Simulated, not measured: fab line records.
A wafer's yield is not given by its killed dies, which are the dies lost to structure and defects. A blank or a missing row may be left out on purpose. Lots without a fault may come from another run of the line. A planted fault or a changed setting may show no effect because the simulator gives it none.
One fault seen from 2 desks :: flow gf180mcu :: what lay behind the numbers comes last; until then each desk has only its own

## AT THE METROLOGY DESK
What the gauges read, lot by lot, whatever tool the lot ran on: means of the sampled wafers that have a number. A lot is out of limits, marked OUT, if its mean lies more than 4 standard deviations from the usual mean; the brackets give that distance.
Columns: A = V3_OVL at GF_V3_OVL_MEAS_15, usual 0 nm; B = V3_W_RS at GF_V3_RS_MEAS_24, usual 0.326 ohm/sq; C = V3_W_THK at GF_V3_THK_MEAS_25, usual 362 nm
lot: L474
first seen here: day 26 00:10
A: 1
B: 0.333
C: 353

lot: L477
first seen here: day 27 05:23
A: 1
B: 0.321
C: 365

lot: L478
first seen here: day 27 15:15
A: -3
B: 0.319
C: 369

lot: L483
first seen here: day 28 17:29
A: 1
B: 0.326
C: 361

lot: L484
first seen here: day 29 02:04
A: -2
B: 0.324
C: 362

lot: L487
first seen here: day 29 16:41
A: 3
B: 0.331
C: 355
This desk's finding: nothing out of limits on any of the 6 lots.

## DESK OF THE TOOL OWNER: pvd_sputter-04
The tool's own readings at GF_M4_SPUTTER_00 (material Ti, target thk 37.5 nm, time 150 s): means of the sampled wafers that have a number, for each lot that ran on this tool. A lot is out of limits, marked OUT, if its mean lies more than 4 standard deviations from the usual mean; the brackets give that distance.
Columns: A = throttle_valve_pct at GF_M4_SPUTTER_00, usual 30.3 %
lot: L474
first seen here: day 26 01:35
A: 30.3

lot: L477
first seen here: day 27 07:04
A: 30.0

lot: L478
first seen here: day 27 16:40
A: 30.3
This desk's finding: nothing out of limits on any of the 3 lots.

## PUT TOGETHER
From the metrology desk's view, nothing was out of limits.
The tool owner's desk saw nothing out of limits.

## WHAT THE SIMULATOR HAD INSERTED
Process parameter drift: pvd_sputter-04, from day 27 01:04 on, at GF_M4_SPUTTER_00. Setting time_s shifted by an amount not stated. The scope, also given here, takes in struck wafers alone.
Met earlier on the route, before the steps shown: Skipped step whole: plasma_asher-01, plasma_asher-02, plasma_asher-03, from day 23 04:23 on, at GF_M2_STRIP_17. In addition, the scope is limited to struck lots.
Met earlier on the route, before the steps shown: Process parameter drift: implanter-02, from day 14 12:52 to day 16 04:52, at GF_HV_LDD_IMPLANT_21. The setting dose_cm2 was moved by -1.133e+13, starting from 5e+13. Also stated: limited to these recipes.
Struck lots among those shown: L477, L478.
